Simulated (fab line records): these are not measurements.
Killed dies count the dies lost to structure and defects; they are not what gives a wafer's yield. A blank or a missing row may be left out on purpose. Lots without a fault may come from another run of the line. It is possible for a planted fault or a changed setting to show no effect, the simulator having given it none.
The same fault as seen by 2 desks || flow sky130 || every desk sees just its own numbers, and what lay behind them comes last

## TOOL OWNER'S DESK, litho_track-04
The tool's own readings at SKY_RES_XHIGH_COAT_02 (resist thk 1140 nm): means of the sampled wafers that have a number, for each lot that ran on this tool. If a lot's mean is further than 4 standard deviations from the usual mean, the lot is out of limits and carries the mark OUT (the distance appears in the brackets).
Columns: A = chill_plate_temp_C at SKY_RES_XHIGH_COAT_02, usual 22.99 C; B = dispense_pressure_kPa at SKY_RES_XHIGH_COAT_02, usual 50.0 kPa
{"lot": "L464", "first seen here": "day 26 12:18", "A": 22.87, "B": 51.4}
{"lot": "L466", "first seen here": "day 27 04:36", "A": 22.90, "B": 51.4}
{"lot": "L467", "first seen here": "day 27 16:18", "A": 23.04, "B": 51.4}
{"lot": "L470", "first seen here": "day 28 19:14", "A": 22.95, "B": 51.4}
{"lot": "L475", "first seen here": "day 30 05:23", "A": 23.00, "B": 51.4}
{"lot": "L477", "first seen here": "day 31 06:06", "A": 22.93, "B": 51.4}
{"lot": "L483", "first seen here": "day 32 21:30", "A": 23.00, "B": 51.4}
Finding of this desk: none of the 7 lots has anything out of limits.

## METROLOGY DESK
What the gauges read for every lot (on any tool): the sampled wafers with a number, averaged. If a lot's mean is further than 4 standard deviations from the usual mean, the lot is out of limits and carries the mark OUT (the distance appears in the brackets).
Columns: A = LDD_HVP_OVL at SKY_LDD_HVP_OVL_MEAS_07, usual -0.5 nm; B = cd_nm at SKY_SD_P_CD_MEAS_07, usual 380.3 nm; C = SD_N_OVL at SKY_SD_N_OVL_MEAS_08, usual 0.1 nm
{"lot": "L464", "first seen here": "day 22 00:37", "A": -1.8, "B": 380.0, "C": 0.4}
{"lot": "L466", "first seen here": "day 22 18:03", "A": -2.7, "B": 380.8, "C": -1.5}
{"lot": "L467", "first seen here": "day 23 06:01", "A": 1.3, "B": 382.6, "C": 0.3}
{"lot": "L468", "first seen here": "day 23 11:42", "A": -0.8, "B": 381.0, "C": 1.7}
{"lot": "L469", "first seen here": "day 23 19:20", "A": -1.0, "B": 380.2, "C": 0.9}
{"lot": "L470", "first seen here": "day 24 11:28", "A": -0.3, "B": 380.6, "C": 1.5}
{"lot": "L472", "first seen here": "day 25 07:08", "A": -0.2, "B": 383.8, "C": 0.6}
{"lot": "L473", "first seen here": "day 25 08:49", "A": -0.5, "B": 379.3, "C": -1.4}
{"lot": "L474", "first seen here": "day 25 20:34", "A": -1.4, "B": 381.9, "C": -0.4}
{"lot": "L475", "first seen here": "day 25 23:03", "A": 0.5, "B": 381.8, "C": 0.6}
{"lot": "L477", "first seen here": "day 27 01:18", "A": -2.7, "B": 381.2, "C": 0.1}
{"lot": "L482", "first seen here": "day 28 08:43", "A": -1.5, "B": 376.3, "C": 0.4}
{"lot": "L483", "first seen here": "day 28 18:07", "A": -1.8, "B": 379.1, "C": -1.5}
{"lot": "L485", "first seen here": "day 29 05:52", "A": 1.2, "B": 380.8, "C": 0.1}
{"lot": "L486", "first seen here": "day 29 11:31", "A": 1.8, "B": 383.2, "C": 0.2}
Finding of this desk: none of the 15 lots has anything out of limits.

## TAKEN TOGETHER
Nothing out of limits was seen by the tool owner's desk.
Nothing out of limits was seen by the metrology desk.

## WHAT HAD BEEN PUT IN BY THE SIMULATOR
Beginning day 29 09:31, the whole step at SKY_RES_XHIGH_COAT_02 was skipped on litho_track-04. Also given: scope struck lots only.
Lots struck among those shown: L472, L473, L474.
